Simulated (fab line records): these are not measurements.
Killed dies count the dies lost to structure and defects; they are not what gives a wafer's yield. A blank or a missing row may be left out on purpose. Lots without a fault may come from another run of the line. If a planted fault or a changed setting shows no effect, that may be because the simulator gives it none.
What tool caused it? ; flow gf180mcu ; 13 lots with 39 wafers sampled at 5 steps, on a route of 602 steps

## WHAT THE GAUGES READ, wafer by wafer
GF_NWELL_OVL_MEAS_07.
lot;measured;on;NWELL_OVL (nm)
L729;day 3 10:27;overlay-01;-1.8 -2.1 -2.1
L730;day 3 15:10;overlay-01;-3.3 -0.2 0.2
L731;day 3 18:26;overlay-01;0.1 -0.3 0.4
L733;day 4 07:44;overlay-02;-0.4 -1.0 0.6
L734;day 4 12:35;overlay-02;-1.2 -1.5 0.5
L735;day 4 16:01;overlay-01;-1.2 -0.2 2.5
L736;day 4 19:41;overlay-02;-1.5 -3.3 -1.5
L737;day 5 01:38;overlay-01;-0.6 -0.1 2.1
L738;day 5 08:47;overlay-02;0.6 0.3 0.6
L741;day 5 23:49;overlay-01;-1.0 -0.2 -1.5
L745;day 6 23:02;overlay-02;0.1 -1.5 -1.9
L748;day 7 14:34;overlay-01;-1.2 0.0 -0.6
L749;day 7 20:23;overlay-02;-0.3 -0.6 1.0

GF_HV_LDD_OVL_MEAS_20.
lot;measured;on;HV_LDD_01_OVL (nm)
L729;day 10 20:58;overlay-02;0.8 0.6 0.6
L730;day 11 03:04;overlay-02;3.0 3.4 2.0
L731;day 11 05:34;overlay-01;-0.6 0.3 0.6
L733;day 12 06:22;overlay-01;-0.8 0.3 -1.6
L734;day 12 12:06;overlay-01;-2.5 -0.5 -0.6
L735;day 12 12:03;overlay-02;-1.6 -2.2 -1.1
L736;day 12 20:40;overlay-01;-0.3 -0.6 -0.2
L737;day 13 09:03;overlay-02;-0.6 1.7 2.2
L738;day 13 14:10;overlay-01;-0.7 -0.5 0.3
L741;day 14 23:15;overlay-01;-1.6 -1.0 0.0
L745;day 15 21:58;overlay-02;0.3 0.0 1.6
L748;day 16 16:45;overlay-02;-0.2 -1.2 -0.5
L749;day 17 05:49;overlay-02;1.8 2.8 1.7

GF_HV_LDD_TW_MEAS_23.
lot;measured;on;HV_LDD_2_TW
L729;day 10 21:16;filmMetro-04;1069 1074 1080
L730;day 11 03:22;filmMetro-04;1068 1073 1071
L731;day 11 05:51;filmMetro-03;1034 1032 1032
L733;day 12 06:39;filmMetro-04;1075 1063 1072
L734;day 12 12:23;filmMetro-04;1069 1072 1076
L735;day 12 12:20;filmMetro-02;1084 1082 1090
L736;day 12 20:57;filmMetro-03;1038 1033 1034
L737;day 13 09:20;filmMetro-04;1073 1071 1075
L738;day 13 14:27;filmMetro-02;1080 1085 1083
L741;day 14 23:32;filmMetro-04;1070 1066 1064
L745;day 15 22:15;filmMetro-03;1039 1037 1041
L748;day 16 17:02;filmMetro-03;899 903 908 904 900 903
L749;day 17 06:07;filmMetro-04;935 931 932 926 932 936

## WHICH TOOL RAN EACH LOT (tool, then ch and the chambers of the sampled wafers, then the start)
lot;GF_POLY_GATE_ETCH_12;GF_HV_LDD_IMPLANT_21
L729;rieDiel-03 ch 0,3, day 9 07:38;implanter-02 ch 0, day 10 21:02
L730;rieDiel-03 ch 1,3, day 9 13:20;implanter-02 ch 0, day 11 03:09
L731;rieDiel-03 ch 1,2, day 9 16:37;implanter-04 ch 0, day 11 05:37
L733;rieDiel-04 ch 0,1,2, day 10 10:55;implanter-03 ch 0, day 12 06:24
L734;rieDiel-04 ch 0,2,3, day 10 18:30;implanter-03 ch 0, day 12 12:08
L735;rieDiel-02 ch 0,1,3, day 10 21:03;implanter-02 ch 0, day 12 12:05
L736;rieDiel-04 ch 1,2, day 11 03:25;implanter-03 ch 0, day 12 20:43
L737;rieDiel-02 ch 0,3, day 11 16:12;implanter-02 ch 0, day 13 09:05
L738;rieDiel-03 ch 1,3, day 11 21:34;implanter-03 ch 0, day 13 14:12
L741;rieDiel-02 ch 0,2,3, day 13 01:54;implanter-04 ch 0, day 14 23:17
L745;rieDiel-02 ch 0,1,2, day 14 00:19;implanter-03 ch 0, day 15 22:01
L748;rieDiel-02 ch 1,2,3, day 14 17:53;implanter-04 ch 0, day 16 16:47
L749;rieDiel-04 ch 0,2, day 15 08:18;implanter-04 ch 0, day 17 05:53
- GF_POLY_GATE_ETCH_12: etches BARC in N2/H2.
- GF_HV_LDD_IMPLANT_21

## WHAT THE TOOLS THEMSELVES READ (means of the sampled wafers that have a number; where no wafer has one, the mark that the record gives instead)
GF_POLY_GATE_ETCH_12.
lot;tool;biasW (W);drypumpMotorCurrentA (A);n2FlowSccm (sccm);oesProductAu (a.u.);throttleValvePct (%)
L729;rieDiel-03;100.24;6.0;99.4;0.734;13.217
L730;rieDiel-03;100.04;5.1;100.2;0.734;13.225
L731;rieDiel-03;100.00;4.9;100.4;0.738;13.211
L733;rieDiel-04;100.03;5.7;100.3;0.730;13.211
L734;rieDiel-04;100.09;5.5;100.2;0.733;13.214
L735;rieDiel-02;100.03;5.8;99.9;0.731;13.215
L736;rieDiel-04;100.26;5.9;100.1;0.735;13.222
L737;rieDiel-02;99.93;5.7;99.7;0.739;13.217
L738;rieDiel-03;99.82;5.2;100.0;0.734;13.214
L741;rieDiel-02;100.07;5.7;100.3;0.738;13.202
L745;rieDiel-02;99.84;5.8;100.2;0.732;13.220
L748;rieDiel-02;99.94;5.8;99.9;0.735;13.217
L749;rieDiel-04;99.89;5.7;100.1;0.733;13.217

GF_HV_LDD_IMPLANT_21.
lot;tool;beamEnergyKeV
L729;implanter-02;24.989
L730;implanter-02;25.001
L731;implanter-04;24.995
L733;implanter-03;25.010
L734;implanter-03;25.013
L735;implanter-02;24.989
L736;implanter-03;25.005
L737;implanter-02;25.004
L738;implanter-03;25.000
L741;implanter-04;25.002
L745;implanter-03;24.996
L748;implanter-04;15.360
L749;implanter-04;15.364

## THE ANSWER, worked out from the rows above alone
Rule: the usual values come from the lots themselves. The widest of any qualifying gaps counts: lots, ordered by their means at a reading, are off when they make up no more than a third of the lots, leave a main group of 4 or more, and stand apart from it by 3 or more times the standard deviation of that group's means. Not used: any main group whose means are identical at the precision the tables above print for the reading. A lot without any number at a reading at which 4 lots or more have one is off too. Any other lot the step has rows for is counted as sound. Order of review: gauges by route order, followed by the tools' own readings, for which a lot's mean as printed above is used. The first step at which some lot is off is used, and at that step the reading that is off furthest; a lot without a number counts as furthest.
Off: L748, L749, at GF_HV_LDD_TW_MEAS_23 (HV_LDD_2_TW). For the main group the mean is 1064 and the standard deviation 18.
If a tool, at a process step before that reading, ran all the lots that are off and no sound lot after the first of them, it fits. The gauges at GF_HV_LDD_TW_MEAS_23 aren't tried: what is off there is off at GF_HV_LDD_IMPLANT_21 too, on other tools, and a gauge's error can't cause that. One fits: implanter-04 at GF_HV_LDD_IMPLANT_21. A fault onset in the window from L741 (day 14 23:17, its last sound lot) to L748 (day 16 16:47, its first lot off) fits.
On the lots that are off, the tool's own readings at GF_HV_LDD_IMPLANT_21 differ by more than 5 times the standard deviation of the sound lots' means, which bears it out; beamEnergyKeV reads 15.362 there versus 25.000 on the sound lots.

## WHAT THE SIMULATOR HAD INSERTED
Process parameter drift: implanter-04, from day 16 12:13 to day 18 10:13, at GF_HV_LDD_IMPLANT_21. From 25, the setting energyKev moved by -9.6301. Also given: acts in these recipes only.
Struck lots among those shown: L748, L749. The rule given above showed the same thing.
